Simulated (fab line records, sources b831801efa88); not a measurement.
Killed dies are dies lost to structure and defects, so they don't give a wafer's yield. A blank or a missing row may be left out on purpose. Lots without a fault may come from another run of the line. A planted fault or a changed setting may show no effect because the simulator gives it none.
fab line records | flow sky130
record lots=6 wafers=16 last_day=50
route steps=708 shown LOCAL_INTERCONNECT@396 CONTACT@406 METAL1@434 PAD_OPEN@708
lots that met no fault: from a run of the same line without faults
start_h: hours from the record's first day to the start of the lot's first wafer shown | wait_h: hours since the lot's step before | " the same as in the row above | L1.1+2: a row that stands for several wafers | - no value, or no start given | * or withheld: withheld | < > ~ a bound
route shown NAME@n: a module of which the file shows steps, and the number in the route of the first | usual: mean/standard deviation of fault-free wafers | same: alike in all rows | chamber/n: place in a boat | sites: the reading at each site | _std_site: their standard deviation | _edge_site: outer sites' mean less inner sites' | radius_mm: how far each site lies from the wafer's centre | mask NAME#n: copy n | behind: the tool/chamber that last shaped the wafer | hold: why the lot was held/for how many hours/how that ended | device: the transistor (n, p or np) that didn't switch | end of line: the same wafers' tests at the end of the route | a step without rows: its recipe alone | killed: dies lost to structure and defects at the first sort, not the wafer's yield | map: a wafer's dies, x killed, . not, _ none there
set.NAME: the setting as run; set.NAME@STEP: as run at that earlier step | model.NAME: the simulator's own value behind a step, which no gauge read
lots at some steps of the route; a table a step, a row a wafer
services: from which hour (start_h, from the record's first day; less than 0 if before it) a tool's chamber was out of use, for how many hours, and why
## steps
# step SKY_LOCAL_INTERCONNECT_PEB_09
# recipe peb_temp_c=withheld peb_time_s=withheld resist=KrF-thick
# step SKY_LOCAL_INTERCONNECT_DEVELOP_10
# recipe develop_time_s=60 resist=KrF-thick dev_temp_c=21
# step SKY_LOCAL_INTERCONNECT_CD_MEAS_11
# recipe target_cd_nm=170
# usual cd_nm=169.9/1.8
# columns lot.wafer tool chamber start_h wait_h cd_nm
L728.3 cd_sem-02 - 702.84 - 168.0
L728.4 " - " " 169.0
L728.5 " - " " 167.6
L735.1 cd_sem-01 - 764.83 - 168.0
L735.2 " - " " 168.6
L735.4 " - " " 168.3
L738.3 cd_sem-01 - 783.14 - 173.0
L738.4 " - " " 172.1
L741.2 cd_sem-01 - 804.40 - 166.6
L741.3 " - " " 166.8
L747.2 cd_sem-01 - 860.39 - 168.6
L747.4 " - " " 167.9
L747.6 " - " " 166.5
L749.1 cd_sem-01 - 865.52 - 170.0
L749.4 " - " " 170.5
L749.6 " - " " 166.8
# step SKY_LOCAL_INTERCONNECT_OVL_MEAS_12
# usual LOCAL_INTERCONNECT_OVL=-5/4.8
# columns lot.wafer tool chamber start_h wait_h LOCAL_INTERCONNECT_OVL[nm]
L728.3 overlay-02 - 702.93 0.1 -15
L728.4 " - " " -17
L728.5 " - " " -20
L735.1 overlay-02 - 764.95 0.1 -5
L735.2 " - " " 0
L735.4 " - " " 0
L738.3 overlay-02 - 783.23 0.1 -3
L738.4 " - " " -8
L741.2 overlay-01 - 804.51 0.1 -6
L741.3 " - " " -7
L747.2 overlay-01 - 860.49 0.1 1
L747.4 " - " " 0
L747.6 " - " " 2
L749.1 overlay-02 - 865.64 0.1 -7
L749.4 " - " " -14
L749.6 " - " " -6
# step SKY_LOCAL_INTERCONNECT_ETCH_13
# recipe chemistry=N2/H2 target=BARC ion_energy_ev=200 bias_w=100 pressure_mtorr=30 n2_flow_sccm=100 h2_flow_sccm=200 icp_w=500 stop_on=SiO2 time_s=45.9 target_depth_a=600
# usual drypump_motor_current_A=5.7/0.52 he_backside_leak_sccm=3.33/0.22 oes_product_au=0.853/0.0045 throttle_valve_pct=13.225/0.0084
# columns lot.wafer tool chamber start_h wait_h drypump_motor_current_A he_backside_leak_sccm oes_product_au rf_hours_counter_h throttle_valve_pct
L728.3 rie_metal-03 0 702.97 0.0 6.4 3.26 0.858 - 13.219
L728.4 " 1 " " 5.4 3.80 0.859 - 13.235
L728.5 " 0 " " 6.4 3.13 0.856 - 13.232
L735.1 rie_metal-04 1 764.99 0.0 5.0 3.32 0.853 13 13.223
L735.2 " 0 " " 5.5 3.24 0.852 7 13.224
L735.4 " 1 " " 5.0 3.31 0.853 - 13.214
L738.3 rie_metal-03 0 783.28 0.0 6.4 3.17 0.862 - 13.215
L738.4 " 1 " " 5.4 3.58 0.848 - 13.225
L741.2 rie_metal-03 0 804.54 0.0 6.4 3.19 0.853 10 13.226
L741.3 " 1 " " 5.4 3.48 0.853 - 13.238
L747.2 rie_metal-03 1 860.52 0.0 5.4 3.71 0.851 12 13.225
L747.4 " 0 " " 6.4 3.23 0.862 - 13.232
L747.6 " 0 " " 6.4 3.16 0.851 - 13.219
L749.1 rie_metal-04 0 865.67 0.0 5.5 3.16 0.859 12 13.218
L749.4 " 1 " " 5.0 3.21 0.855 - 13.211
L749.6 " 1 " " 5.0 3.26 0.849 - 13.211
# step SKY_LOCAL_INTERCONNECT_METAL_ETCH_14
# recipe target_depth_nm=110 stop_on=PSG chemistry=Cl2/BCl3 target=TiN resist_sidewall_deg=88 pressure_mtorr=10 icp_w=900 bias_w=48.5 Cl2_flow_sccm=60 bcl3_flow_sccm=30 time_s=31.4
# step SKY_LOCAL_INTERCONNECT_STRIP_15
# recipe chemistry=O2/N2 power_w=1400 pressure_mtorr=1500 platen_temp_c=withheld o2_flow_sccm=3000 n2_flow_sccm=300 overash_fraction=0.5
# step SKY_LOCAL_INTERCONNECT_STRIP_16
# recipe chemistry=post_etch_residue_remover time_s=1200 temp_c=72.5
# step SKY_LOCAL_INTERCONNECT_CLEAN_17
# recipe chemistry=IPA time_s=180 temp_c=25
# step SKY_LOCAL_INTERCONNECT_CLEAN_18
# recipe chemistry=O3/DIW dry=n2_spin
# step SKY_CONTACT_CVD_00
# recipe material=Si3N4 target_thk_nm=75 temp_c=400 time_s=withheld rf_w=450
# usual heater_power_w=754/100
# columns lot.wafer tool chamber start_h wait_h heater_power_w
L728.3 pecvd-02 0 703.66 0.0 927
L728.4 " 1 " " 693
L728.5 " 2 " " 755
L735.1 pecvd-04 0 765.75 0.0 723
L735.2 " 1 " " 629
L735.4 " 0 " " 741
L738.3 pecvd-03 2 784.56 0.0 714
L738.4 " 0 " " 737
L741.2 pecvd-02 0 805.25 0.0 938
L741.3 " 2 " " 725
L747.2 pecvd-04 1 861.51 0.0 583
L747.4 " 1 " " 582
L747.6 " 0 " " 711
L749.1 pecvd-02 1 866.72 0.0 656
L749.4 " 2 " " 754
L749.6 " 1 " " 679
# step SKY_CONTACT_THK_MEAS_01
# recipe reads=Si3N4_of_CONTACT_CVD_00
# usual CONTACT_CVD_00_THK=74.9/0.99
# columns lot.wafer tool chamber start_h wait_h CONTACT_CVD_00_THK[nm]
L728.3 film_metro-03 - 703.71 - 74.3
L728.4 " - " " 76.0
L728.5 " - " " 76.6
L735.1 film_metro-02 - 765.80 - 74.4
L735.2 " - " " 73.7
L735.4 " - " " 75.3
L738.3 film_metro-02 - 784.62 - 73.6
L738.4 " - " " 74.3
L741.2 film_metro-02 - 805.29 - 74.5
L741.3 " - " " 74.6
L747.2 film_metro-01 - 861.55 - 75.6
L747.4 " - " " 76.9
L747.6 " - " " 75.4
L749.1 film_metro-01 - 866.75 - 75.5
L749.4 " - " " 75.7
L749.6 " - " " 76.6
# step SKY_CONTACT_HDPCVD_02
# recipe material=SiO2 target_thk_nm=565 sigma_open_frac=0.3 time_s=94.2 temp_c=600 sih4_flow_sccm=60 pressure_mtorr=6
# columns lot.wafer tool chamber start_h wait_h model.SiO2_of_CONTACT_HDPCVD_02.thk_nm
L728.3 hdpcvd-02 1 703.75 0.0 552.8
L728.4 " 1 " " 558.8
L728.5 " 2 " " 557.6
L735.1 hdpcvd-02 1 765.86 0.1 552.7
L735.2 " 2 " " 561
L735.4 " 0 " " 562.3
L738.3 hdpcvd-02 1 784.66 0.0 231.9
L738.4 " 0 " " 228.1
L741.2 hdpcvd-02 0 805.34 0.0 564.1
L741.3 " 2 " " 229.1
L747.2 hdpcvd-01 0 861.60 0.0 565.7
L747.4 " 1 " " 559.3
L747.6 " 0 " " 567.2
L749.1 hdpcvd-01 0 866.81 0.1 567.1
L749.4 " 0 " " 565
L749.6 " 1 " " 559.1
# step SKY_CONTACT_THK_MEAS_03
# recipe reads=SiO2_of_CONTACT_HDPCVD_02
# usual CONTACT_HDPCVD_THK=563/6.6
# columns lot.wafer tool chamber start_h wait_h CONTACT_HDPCVD_THK[nm]
L728.3 film_metro-02 - 703.84 0.1 553
L728.4 " - " " 558
L728.5 " - " " 557
L735.1 film_metro-03 - 765.93 0.0 553
L735.2 " - " " 561
L735.4 " - " " 562
L738.3 film_metro-03 - 784.75 0.1 232
L738.4 " - " " 228
L741.2 film_metro-01 - 805.42 0.0 564
L741.3 " - " " 229
L747.2 film_metro-03 - 861.68 0.0 566
L747.4 " - " " 559
L747.6 " - " " 567
L749.1 film_metro-02 - 866.92 0.1 567
L749.4 " - " " 565
L749.6 " - " " 559
# step SKY_CONTACT_CMP_04
# recipe material=SiO2 down_force_psi=4 platen_rpm=60 pad_velocity_m_s=0.94248
# usual head_pressure_psi=3.998/0.008 motor_current_A=11.9/1 slurry_filter_dp_kPa=13.51/0.13 time_to_endpoint_s=83/3.7
# columns lot.wafer tool chamber start_h wait_h head_pressure_psi motor_current_A slurry_filter_dp_kPa time_to_endpoint_s
L728.3 cmp-01 2 703.88 0.0 4.007 11.3 13.40 79
L728.4 " 3 " " 3.992 11.5 13.66 82
L728.5 " 3 " " 4.005 12.4 13.68 78
L735.4 cmp-01 2 766.04 0.1 3.998 11.9 13.56 82
L735.1 " 3 " " 4.001 12.3 13.50 77
L735.2 " 0 " " 3.999 10.2 13.41 79
L738.3 cmp-02 2 784.79 0.0 3.999 14.2 13.50 40
L738.4 " 1 " " 3.995 12.7 13.33 41
L741.2 cmp-02 0 805.52 0.1 4.000 12.2 13.60 85
L741.3 " 1 " " 4.002 13.3 13.79 44
L747.4 cmp-01 3 861.83 0.1 4.000 12.2 13.60 81
L747.2 " 0 " " 4.005 10.1 13.54 84
L747.6 " 2 " " 4.006 12.2 13.73 85
L749.4 cmp-01 3 867.03 0.1 3.991 11.9 13.36 81
L749.1 " 0 " " 4.002 10.4 13.38 85
L749.6 " 3 " " 4.002 11.4 13.50 80
# step SKY_CONTACT_BOW_MEAS_05
# recipe mode=bow
# usual CONTACT_BOW=80/6.5
# columns lot.wafer tool chamber start_h wait_h CONTACT_BOW[um]
L728.3 film_metro-02 - 704.22 0.3 84
L728.4 " - " " 85
L728.5 " - " " 85
L735.1 film_metro-01 - 766.29 0.1 85
L735.2 " - " " 78
L735.4 " - " " 86
L738.3 film_metro-03 - 785.13 0.3 71
L738.4 " - " " 74
L741.2 film_metro-01 - 805.81 0.2 81
L741.3 " - " " 72
L747.2 film_metro-03 - 862.05 0.1 81
L747.4 " - " " 81
L747.6 " - " " 70
L749.1 film_metro-03 - 867.28 0.1 75
L749.4 " - " " 80
L749.6 " - " " 81
# step SKY_CONTACT_DEHYDRATE_06
# recipe temp_c=200 time_s=60
# step SKY_CONTACT_HMDS_07
# recipe prime_time_s=60 prime_temp_c=120
# step SKY_CONTACT_COAT_08
# recipe resist=BARC temp_c=withheld time_s=withheld spin_rpm=3000 resist_thk_nm=60
# step SKY_CONTACT_COAT_09
# recipe resist=KrF-thick spin_rpm=3000 resist_thk_nm=450
# step SKY_CONTACT_SOFTBAKE_10
# recipe temp_c=100 time_s=90 resist=KrF-thick
# step SKY_CONTACT_EXPOSE_11
# recipe mask_id=CTM1 na=0.8 source_shape=annular sigma_inner=0.55 sigma_outer=0.85 target_cd_nm=170 dose_mj=38
# step SKY_CONTACT_PEB_12
# recipe peb_temp_c=withheld peb_time_s=withheld resist=KrF-thick
# step SKY_CONTACT_DEVELOP_13
# recipe develop_time_s=60 resist=KrF-thick dev_temp_c=21
# step SKY_CONTACT_CD_MEAS_14
# recipe target_cd_nm=170
# usual cd_nm=170.0/1.2
# columns lot.wafer tool chamber start_h wait_h cd_nm
L728.3 cd_sem-02 - 730.82 - 168.9
L728.4 " - " " 169.1
L728.5 " - " " 168.2
L735.1 cd_sem-02 - 792.03 - 169.8
L735.2 " - " " 170.3
L735.4 " - " " 169.1
L738.3 cd_sem-02 - 811.63 - 168.5
L738.4 " - " " 169.2
L741.2 cd_sem-02 - 832.09 - 171.7
L741.3 " - " " 172.3
L747.2 cd_sem-02 - 888.62 - 169.7
L747.4 " - " " 171.1
L747.6 " - " " 168.7
L749.1 cd_sem-01 - 893.97 - 170.8
L749.4 " - " " 171.2
L749.6 " - " " 170.0
# step SKY_CONTACT_OVL_MEAS_15
# usual CONTACT_OVL=-3/5.5
# columns lot.wafer tool chamber start_h wait_h CONTACT_OVL[nm]
L728.3 overlay-02 - 730.91 0.1 -4
L728.4 " - " " 0
L728.5 " - " " 1
L735.1 overlay-02 - 792.15 0.1 6
L735.2 " - " " -6
L735.4 " - " " -3
L738.3 overlay-02 - 811.72 0.1 1
L738.4 " - " " -6
L741.2 overlay-01 - 832.20 0.1 -1
L741.3 " - " " -9
L747.2 overlay-02 - 888.73 0.1 -12
L747.4 " - " " -15
L747.6 " - " " -12
L749.1 overlay-02 - 894.09 0.1 8
L749.4 " - " " 2
L749.6 " - " " 2
# step SKY_CONTACT_ETCH_16
# recipe chemistry=N2/H2 target=BARC ion_energy_ev=200 source_w=500 bias_w=100 pressure_mtorr=30 n2_flow_sccm=100 h2_flow_sccm=200 stop_on=SiO2 time_s=45.9 target_depth_a=600
# usual drypump_motor_current_A=5.8/0.34 oes_product_au=0.854/0.0044 throttle_valve_pct=13.224/0.0081
# columns lot.wafer tool chamber start_h wait_h drypump_motor_current_A oes_product_au rf_hours_counter_h throttle_valve_pct
L728.3 rie_diel-03 0 730.94 0.0 5.9 0.860 19 13.235
L728.4 " 1 " " 5.3 0.854 16 13.225
L728.5 " 1 " " 5.3 0.856 - 13.217
L735.1 rie_diel-03 1 792.19 0.0 5.3 0.855 18 13.216
L735.2 " 0 " " 5.8 0.857 21 13.230
L735.4 " 3 " " 6.3 0.850 13 13.213
L738.3 rie_diel-03 3 811.74 0.0 6.3 0.849 13 13.212
L738.4 " 2 " " 5.5 0.856 6 13.227
L741.2 rie_diel-01 0 832.23 0.0 6.0 0.852 4 13.214
L741.3 " 3 " " 5.7 0.857 - 13.224
L747.2 rie_diel-02 3 888.76 0.0 6.0 0.850 14 13.225
L747.4 " 2 " " 6.4 0.864 5 13.221
L747.6 " 0 " " 5.3 0.854 - 13.236
L749.1 rie_diel-03 3 894.13 0.0 6.2 0.859 16 13.216
L749.4 " 1 " " 5.3 0.857 22 13.235
L749.6 " 3 " " 6.3 0.850 - 13.235
# step SKY_CONTACT_ETCH_17
# recipe target=SiO2 chemistry=C4F8/O2/Ar stop_on=Si3N4 mask_material=KrF-thick source_w=1500 bias_w=1200 pressure_mtorr=40 c4f8_flow_sccm=withheld O2_flow_sccm=6 Ar_flow_sccm=300 time_s=withheld target_depth_a=3400
# usual oes_product_au=0.892/0.0042
# columns lot.wafer tool chamber start_h wait_h oes_product_au model.CONTACT.feature_depth_nm model.etch.depth_nm
L728.3 rie_diel-03 0 730.98 0.0 0.889 340.1 340.1
L728.4 " 1 " " 0.895 340.4 340.4
L728.5 " 1 " " 0.897 339.8 339.8
L735.1 rie_diel-03 1 792.23 0.0 0.893 339.1 339.1
L735.2 " 0 " " 0.886 340.1 340.1
L735.4 " 3 " " 0.892 339.9 339.9
L738.3 rie_diel-03 3 811.78 0.0 0.729 231.9 231.9
L738.4 " 2 " " 0.724 228.1 228.1
L741.2 rie_diel-01 0 832.29 0.0 0.894 340.8 340.8
L741.3 " 3 " " 0.722 229.1 229.1
L747.2 rie_diel-02 3 888.80 0.0 0.896 338.8 338.8
L747.4 " 2 " " 0.893 337.6 337.6
L747.6 " 0 " " 0.886 338.3 338.3
L749.1 rie_diel-03 3 894.17 0.0 0.889 339.4 339.4
L749.4 " 1 " " 0.897 338.8 338.8
L749.6 " 3 " " 0.881 338.7 338.7
# step SKY_CONTACT_ETCH_18
# recipe target=Si3N4 chemistry=CHF3/O2 stop_on=TiN source_w=600 bias_w=200 pressure_mtorr=40 chf3_flow_sccm=50 O2_flow_sccm=5 time_s=39 target_depth_a=750
# step SKY_CONTACT_STRIP_19
# recipe chemistry=O2/N2 power_w=1400 pressure_mtorr=1500 platen_temp_c=withheld o2_flow_sccm=3000 n2_flow_sccm=300 overash_fraction=0.5
# step SKY_CONTACT_STRIP_20
# recipe chemistry=post_etch_residue_remover time_s=1200 temp_c=72.5
# step SKY_CONTACT_CLEAN_21
# recipe chemistry=IPA time_s=180 temp_c=25
# step SKY_CONTACT_CLEAN_22
# recipe chemistry=O3/DIW dry=n2_spin
# step SKY_CONTACT_SPUTTER_23
# recipe material=TiN target_thk_nm=20 chamber_pressure_pa=5 power_w=4000 time_s=80
# step SKY_CONTACT_CVD_24
# recipe material=W target_thk_nm=340 time_s=102.12 temp_c=400 pressure_torr=40
# step SKY_CONTACT_RS_MEAS_25
# recipe thk_meas_gauge=four-point-probe reads=W_of_CONTACT_CVD_24+TiN_of_CONTACT_SPUTTER_23
# usual CONTACT_W_RS=0.339/0.0042
# columns lot.wafer tool chamber start_h wait_h CONTACT_W_RS[ohm/sq]
L728.3 film_metro-03 - 731.97 0.1 0.336
L728.4 " - " " 0.341
L728.5 " - " " 0.337
L735.1 film_metro-01 - 793.13 0.1 0.339
L735.2 " - " " 0.339
L735.4 " - " " 0.338
L738.3 film_metro-02 - 812.72 0.1 0.341
L738.4 " - " " 0.342
L741.2 film_metro-01 - 833.53 0.1 0.333
L741.3 " - " " 0.335
L747.2 film_metro-02 - 889.82 0.1 0.340
L747.4 " - " " 0.336
L747.6 " - " " 0.339
L749.1 film_metro-01 - 895.45 0.1 0.343
L749.4 " - " " 0.344
L749.6 " - " " 0.344
# step SKY_CONTACT_THK_MEAS_26
# recipe thk_meas_gauge=xrf reads=W_of_CONTACT_CVD_24
# usual CONTACT_W_THK=321/4.9
# columns lot.wafer tool chamber start_h wait_h CONTACT_W_THK[nm]
L728.3 film_metro-03 - 732.07 0.1 328
L728.4 " - " " 322
L728.5 " - " " 327
L735.1 film_metro-01 - 793.25 0.1 320
L735.2 " - " " 320
L735.4 " - " " 320
L738.3 film_metro-02 - 812.82 0.1 313
L738.4 " - " " 313
L741.2 film_metro-01 - 833.64 0.1 324
L741.3 " - " " 323
L747.2 film_metro-02 - 889.93 0.1 320
L747.4 " - " " 321
L747.6 " - " " 321
L749.1 film_metro-01 - 895.57 0.1 313
L749.4 " - " " 312
L749.6 " - " " 314
# step SKY_CONTACT_CMP_27
# recipe stop_on=SiO2 t_overpolish_s=15 down_force_psi=3.5 platen_rpm=60 target_thk_nm=0 pad_velocity_m_s=0.94248
# step SKY_METAL1_SPUTTER_00
# recipe material=Ti target_thk_nm=15 power_w=3000 time_s=10 chamber_pressure_pa=0.4
# step SKY_METAL1_SPUTTER_01
# recipe material=TiN target_thk_nm=20 power_w=6500 time_s=16.7 chamber_pressure_pa=0.4
# step SKY_METAL1_SPUTTER_02
# recipe material=AlCu target_thk_nm=250 power_w=10600 time_s=13.3 chamber_pressure_pa=0.4
# usual throttle_valve_pct=29.7/1
# columns lot.wafer tool chamber start_h wait_h throttle_valve_pct
L728.3 pvd_sputter-04 - 732.46 0.0 29.0
L728.4 " - " " 28.6
L728.5 " - " " 31.1
L735.1 pvd_sputter-03 - 793.65 0.0 31.5
L735.2 " - " " 28.9
L735.4 " - " " 29.8
L738.3 pvd_sputter-03 - 813.20 0.0 30.0
L738.4 " - " " 29.1
L741.2 pvd_sputter-01 - 834.04 0.0 28.6
L741.3 " - " " 28.9
L747.2 pvd_sputter-01 - 890.33 0.0 32.3
L747.4 " - " " 28.7
L747.6 " - " " 28.8
L749.1 pvd_sputter-03 - 895.98 0.0 28.9
L749.4 " - " " 29.7
L749.6 " - " " 31.2
# step SKY_METAL1_SPUTTER_03
# recipe material=Ti target_thk_nm=5 power_w=3000 time_s=3.3 chamber_pressure_pa=0.4
# usual throttle_valve_pct=29.7/1.1
# columns lot.wafer tool chamber start_h wait_h throttle_valve_pct
L728.3 pvd_sputter-04 - 732.48 0.0 28.9
L728.4 " - " " 28.6
L728.5 " - " " 31.1
L735.1 pvd_sputter-03 - 793.68 0.0 31.4
L735.2 " - " " 29.2
L735.4 " - " " 29.9
L738.3 pvd_sputter-03 - 813.23 0.0 30.2
L738.4 " - " " 28.9
L741.2 pvd_sputter-01 - 834.07 0.0 28.4
L741.3 " - " " 28.7
L747.2 pvd_sputter-01 - 890.35 0.0 32.4
L747.4 " - " " 28.9
L747.6 " - " " 28.6
L749.1 pvd_sputter-03 - 896.01 0.0 29.0
L749.4 " - " " 29.7
L749.6 " - " " 31.4
# step SKY_METAL1_METAL_ETCH_19
# recipe target_depth_a=3600 stop_on=SiO2 over_etch_frac=0.3 time_s=78 chemistry=Cl2/BCl3 resist_sidewall_deg=88 pressure_mtorr=10 icp_w=900 bias_w=48.5 Cl2_flow_sccm=60 bcl3_flow_sccm=30
# usual drypump_motor_current_A=6.0/0.37 he_backside_leak_sccm=3.5/0.38 mfc_cl2_sccm=59.96/0.18 oes_product_au=0.856/0.0056 throttle_valve_pct=22.264/0.0096
# columns lot.wafer tool chamber start_h wait_h drypump_motor_current_A he_backside_leak_sccm mfc_cl2_sccm oes_product_au rf_hours_counter_h throttle_valve_pct model.SiO2_of_CONTACT_HDPCVD_02.thk_nm
L728.3 rie_metal-03 0 759.21 0.1 6.4 3.3 59.99 0.857 - 22.251 326
L728.4 " 1 " " 5.4 3.7 60.01 0.856 - 22.279 326.3
L728.5 " 1 " " 5.4 3.7 59.99 0.852 - 22.263 325.8
L735.1 rie_metal-01 1 820.87 0.0 6.4 3.2 59.84 0.864 15 22.259 325
L735.2 " 0 " " 5.8 3.8 59.75 0.866 6 22.252 326.3
L735.4 " 1 " " 6.4 3.2 59.85 0.857 - 22.261 325.7
L738.3 rie_metal-03 0 840.31 0.1 6.4 3.2 59.71 0.850 - 22.267 217.9
L738.4 " 1 " " 5.4 3.7 59.80 0.854 - 22.263 214.2
L741.2 rie_metal-02 0 860.83 0.0 5.7 3.3 60.00 0.854 8 22.261 326.7
L741.3 " 1 " " 6.2 3.3 59.90 0.859 - 22.250 215.2
L747.2 rie_metal-03 1 916.86 0.1 5.4 3.5 60.19 0.843 - 22.256 324.8
L747.4 " 1 " " 5.3 3.6 59.96 0.871 - 22.255 323.6
L747.6 " 1 " " 5.3 3.4 60.15 0.861 - 22.258 324.2
L749.1 rie_metal-01 0 922.97 0.0 5.8 3.6 59.85 0.855 12 22.249 325.5
L749.4 " 1 " " 6.4 3.2 60.02 0.859 - 22.260 324.6
L749.6 " 0 " " 5.8 3.7 59.94 0.853 - 22.263 324.7
# step SKY_PAD_OPEN_PROBE_99
# columns lot.wafer tool chamber start_h wait_h model.etest.met1_comb.leak_log10_a_um
L728.3+5 prober-02 - 1076.26 0.2 -11.99
L728.4 prober-02 - 1076.31 0.2 -11.93
L735.1 prober-01 - 1123.77 0.1 -12.08
L735.2 prober-01 - 1123.82 0.1 -12.05
L735.4 prober-01 - 1123.92 0.2 -12.15
L738.3 prober-02 - 1138.31 0.2 -7.196
L738.4 prober-02 - 1138.36 0.2 -7.214
L741.2 prober-02 - 1152.23 0.1 -12.17
L741.3 prober-02 - 1152.28 0.2 -7.1
L747.2 prober-02 - 1186.70 0.1 -12.15
L747.4 prober-02 - 1186.80 0.2 -12.02
L747.6 prober-02 - 1186.90 0.2 -11.93
L749.1 prober-02 - 1191.55 0.1 -11.93
L749.4 prober-02 - 1191.70 0.2 -11.99
L749.6 prober-02 - 1191.80 0.2 -11.98
# killed by level:class
L728.3 CONTACT:geometric_particle:open=12 METAL1:geometric_particle:short=9 LI_CONTACT:geometric_particle:open=9 FIELD_ISO:geometric_particle:short=7 VIA1:geometric_particle:short=6 VIA1:geometric_particle:open=6 VIA2:geometric_particle:open=6 METAL2:geometric_particle:short=5
L728.4 VIA1:geometric_particle:open=12 CONTACT:geometric_particle:open=10 CONTACT:geometric_particle:short=10 METAL2:geometric_particle:short=4 VIA2:geometric_particle:open=4 VIA3:geometric_particle:open=4 POLY_GATE:geometric_particle:short=3 LI_CONTACT:geometric_particle:open=3
L728.5 CONTACT:geometric_particle:open=12 VIA1:geometric_particle:open=8 VIA3:geometric_particle:open=6 VIA2:geometric_particle:open=5 FIELD_ISO:geometric_particle:open=4 CONTACT:geometric_particle:short=4 LOCAL_INTERCONNECT:geometric_particle:short=4 POLY_GATE:geometric_particle:short=4
L735.1 CONTACT:geometric_particle:open=7 METAL4:geometric_particle:short=7 POLY_GATE:geometric_particle:short=5 CONTACT:geometric_particle:short=5 METAL1:geometric_particle:short=5 VIA1:geometric_particle:open=5 FIELD_ISO:geometric_particle:short=4 VIA1:geometric_particle:short=4
L735.2 VIA1:geometric_particle:short=11 CONTACT:geometric_particle:open=9 VIA2:geometric_particle:open=9 VIA1:geometric_particle:open=8 METAL1:geometric_particle:short=5 VIA3:geometric_particle:open=4 LI_CONTACT:geometric_particle:open=3 CONTACT:geometric_particle:short=3
L735.4 METAL2:geometric_particle:short=11 VIA1:geometric_particle:open=10 CONTACT:geometric_particle:open=7 CONTACT:geometric_particle:short=6 LI_CONTACT:geometric_particle:open=5 VIA2:geometric_particle:open=5 FIELD_ISO:geometric_particle:short=4 LOCAL_INTERCONNECT:geometric_particle:short=4
L747.2 VIA2:geometric_particle:open=12 LI_CONTACT:geometric_particle:open=7 CONTACT:geometric_particle:short=7 METAL1:geometric_particle:short=7 VIA3:geometric_particle:open=6 FIELD_ISO:geometric_particle:open=5 LOCAL_INTERCONNECT:geometric_particle:short=5 FIELD_ISO:geometric_particle:short=4
L747.4 CONTACT:geometric_particle:open=8 VIA1:geometric_particle:open=8 LI_CONTACT:geometric_particle:open=7 METAL1:geometric_particle:short=7 VIA2:geometric_particle:open=6 FIELD_ISO:geometric_particle:short=5 FIELD_ISO:geometric_particle:open=5 CONTACT:geometric_particle:short=4
L747.6 VIA2:geometric_particle:open=8 LI_CONTACT:geometric_particle:open=7 CONTACT:geometric_particle:short=7 VIA1:geometric_particle:open=6 CONTACT:geometric_particle:open=5 VIA3:geometric_particle:short=5 LOCAL_INTERCONNECT:geometric_particle:short=4 VIA1:geometric_particle:short=4
L749.1 CONTACT:geometric_particle:open=13 VIA1:geometric_particle:open=12 VIA2:geometric_particle:open=11 VIA1:geometric_particle:short=7 METAL2:geometric_particle:short=7 CONTACT:geometric_particle:short=6 METAL3:geometric_particle:short=6 VIA3:geometric_particle:open=6
L749.4 VIA1:geometric_particle:open=12 VIA3:geometric_particle:open=12 LI_CONTACT:geometric_particle:open=5 VIA1:geometric_particle:short=5 POLY_GATE:geometric_particle:open=4 POLY_GATE:geometric_particle:short=4 METAL1:geometric_particle:short=4 VIA2:geometric_particle:open=4
L749.6 VIA1:geometric_particle:open=13 LI_CONTACT:geometric_particle:open=9 METAL1:geometric_particle:short=7 VIA2:geometric_particle:open=7 VIA3:geometric_particle:open=6 CONTACT:geometric_particle:open=5 POLY_GATE:geometric_particle:open=4 LOCAL_INTERCONNECT:geometric_particle:open=4
## services
# columns tool chamber start_h hours kind
rie_diel-03 3 683.70 2.6 repair
cmp-01 - 685.46 1.0 repair
hdpcvd-02 - 689.94 0.9 repair
pvd_sputter-04 - 697.47 5.7 repair
pvd_sputter-01 - 698.47 2.4 repair
pvd_sputter-04 - 707.38 6.9 repair
cmp-01 - 711.86 0.5 repair
pvd_sputter-03 - 716.76 8.5 repair
cmp-01 - 744.12 4.0 pm
pecvd-02 - 744.34 4.3 pm
pvd_sputter-01 - 744.92 1.3 repair
pvd_sputter-01 - 759.12 6.3 repair
rie_diel-03 1 765.21 4.5 repair
hdpcvd-02 - 777.89 1.2 repair
rie_diel-03 0 796.95 8.5 repair
hdpcvd-02 - 802.50 2.7 pm
pecvd-02 - 812.97 2.1 repair
rie_diel-03 0 839.57 15.2 repair
pecvd-02 2 867.62 3.4 repair
rie_diel-03 0 875.14 11.4 repair
pvd_sputter-03 - 875.89 0.6 repair
pecvd-02 - 898.73 0.8 repair
cmp-01 - 901.02 5.0 repair
pecvd-02 2 922.94 14.0 repair
## key
first_sign step=SKY_CONTACT_THK_MEAS_03 reading=CONTACT_HDPCVD_THK direction=down sigmas=51 usual=563 struck=230
effect step=SKY_CONTACT_CMP_04 reading=time_to_endpoint_s direction=down sigmas=11 usual=* struck=*
effect step=SKY_CONTACT_ETCH_17 reading=oes_product_au direction=down sigmas=39 usual=0.892 struck=0.725
model_effect step=SKY_CONTACT_HDPCVD_02 value=SiO2_of_CONTACT_HDPCVD_02.thk_nm without=563.5 struck=229.7
model_effect step=SKY_CONTACT_ETCH_17 value=CONTACT.feature_depth_nm without=340.2 struck=229.7
model_effect step=SKY_METAL1_METAL_ETCH_19 value=SiO2_of_CONTACT_HDPCVD_02.thk_nm without=326.2 struck=215.8
model_effect step=SKY_PAD_OPEN_PROBE_99 value=etest.met1_comb.leak_log10_a_um without=-12.02 struck=-7.17
met_at SKY_CONTACT_HDPCVD_02
struck_wafers L738.3,L738.4,L741.3
sort_left_out L738.3,L738.4,L741.3
tester_left_out L738,L741
onset_between 765.86 784.66
fault kind=process_parameter_drift tool=hdpcvd-02 chamber=- onset_h=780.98 steps=SKY_CONTACT_HDPCVD_02 channel=target_thk_nm offset=-333.75 shape=step end_h=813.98 scope=struck_wafers_only acts_in=these_recipes_only stated=565
# tester_left_out: of these lots the tester's yield and bins aren't shown, on N5 and GAA mostly nor the transistor test; their killed dies are dies lost to structure and defects alone, not to doping, threshold or leakage, so they don't give the yield
# sort_left_out: the simulated sort isn't trusted on such a fault, so these wafers' sort isn't shown, and their yield isn't known
